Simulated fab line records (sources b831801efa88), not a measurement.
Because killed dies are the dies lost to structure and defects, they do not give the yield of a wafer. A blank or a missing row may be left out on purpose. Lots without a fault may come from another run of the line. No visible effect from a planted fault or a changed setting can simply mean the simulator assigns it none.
Matching of chambers || flow sky130 || SKY_VIA4_ETCH_12 on rieDiel-03: 4 sister chambers
The step etches SiO2 in C4F8/O2/Ar, stops on TiN, target depth 580 nm. 14 wafers are shown with their chamber, then 7 later ones without.

== WAFERS PAIRED WITH THEIR CHAMBERS ==
{"wafer": "L775.1", "chamber": 3, "oesProductAu (a.u.)": 0.925}
{"wafer": "L775.2", "chamber": 1, "oesProductAu (a.u.)": 0.921}
{"wafer": "L775.6", "chamber": 0, "oesProductAu (a.u.)": 0.926}
{"wafer": "L780.1", "chamber": 3, "oesProductAu (a.u.)": 0.929}
{"wafer": "L780.2", "chamber": 1, "oesProductAu (a.u.)": 0.930}
{"wafer": "L780.4", "chamber": 0, "oesProductAu (a.u.)": 0.930}
{"wafer": "L781.3", "chamber": 0, "oesProductAu (a.u.)": 0.925}
{"wafer": "L781.4", "chamber": 2, "oesProductAu (a.u.)": 0.928}
{"wafer": "L781.6", "chamber": 0, "oesProductAu (a.u.)": 0.924}
{"wafer": "L783.1", "chamber": 1, "oesProductAu (a.u.)": 0.933}
{"wafer": "L783.2", "chamber": 2, "oesProductAu (a.u.)": 0.923}
{"wafer": "L783.4", "chamber": 3, "oesProductAu (a.u.)": 0.919}
{"wafer": "L784.2", "chamber": 0, "oesProductAu (a.u.)": 0.925}
{"wafer": "L784.5", "chamber": 1, "oesProductAu (a.u.)": 0.929}

SIGNATURES (means of the wafers above)
{"reading": "oesProductAu", "chamber 0": 0.92600, "chamber 1": 0.92825, "chamber 2": 0.92550, "chamber 3": 0.92433, "scatter within a chamber": 0.00405}
Rule: for each reading, subtract the chamber's mean from the wafer's reading, divide by that reading's scatter and square the result; add these up over the readings and take the root, which gives the wafer's distance from the chamber. If the next closest chamber is less than 2 further off than the closest, the wafer can't be placed; otherwise it belongs to the closest. How the scatter is found: for the shown wafers, subtract from each reading the mean of its chamber, square and add these, divide the total by (wafers less chambers), then take the root.

== WAFERS WHOSE CHAMBER IS MISSING ==
{"wafer": "L784.6", "oesProductAu (a.u.)": 0.925}
{"wafer": "L786.1", "oesProductAu (a.u.)": 0.917}
{"wafer": "L786.3", "oesProductAu (a.u.)": 0.934}
{"wafer": "L786.4", "oesProductAu (a.u.)": 0.925}
{"wafer": "L789.3", "oesProductAu (a.u.)": 0.924}
{"wafer": "L789.4", "oesProductAu (a.u.)": 0.919}
{"wafer": "L789.5", "oesProductAu (a.u.)": 0.923}

== THE CHAMBER EACH PASSED THROUGH ==
{"wafer": "L784.6", "from the rows above": "can't be placed: 2 or 3 or 0 or 1", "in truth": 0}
{"wafer": "L786.1", "from the rows above": "can't be placed: 3 or 2 or 0 or 1", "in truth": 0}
{"wafer": "L786.3", "from the rows above": "can't be placed: 1 or 0 or 2 or 3", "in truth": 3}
{"wafer": "L786.4", "from the rows above": "can't be placed: 2 or 3 or 0 or 1", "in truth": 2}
{"wafer": "L789.3", "from the rows above": "can't be placed: 3 or 2 or 0 or 1", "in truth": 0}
{"wafer": "L789.4", "from the rows above": "can't be placed: 3 or 2 or 0 or 1", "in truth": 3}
{"wafer": "L789.5", "from the rows above": "can't be placed: 3 or 2 or 0 or 1", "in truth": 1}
Correctly placed: 0 of 7. Cannot be placed on the basis of these rows: 7; the candidates contain the true chamber in 7. Number placed wrongly: 0.
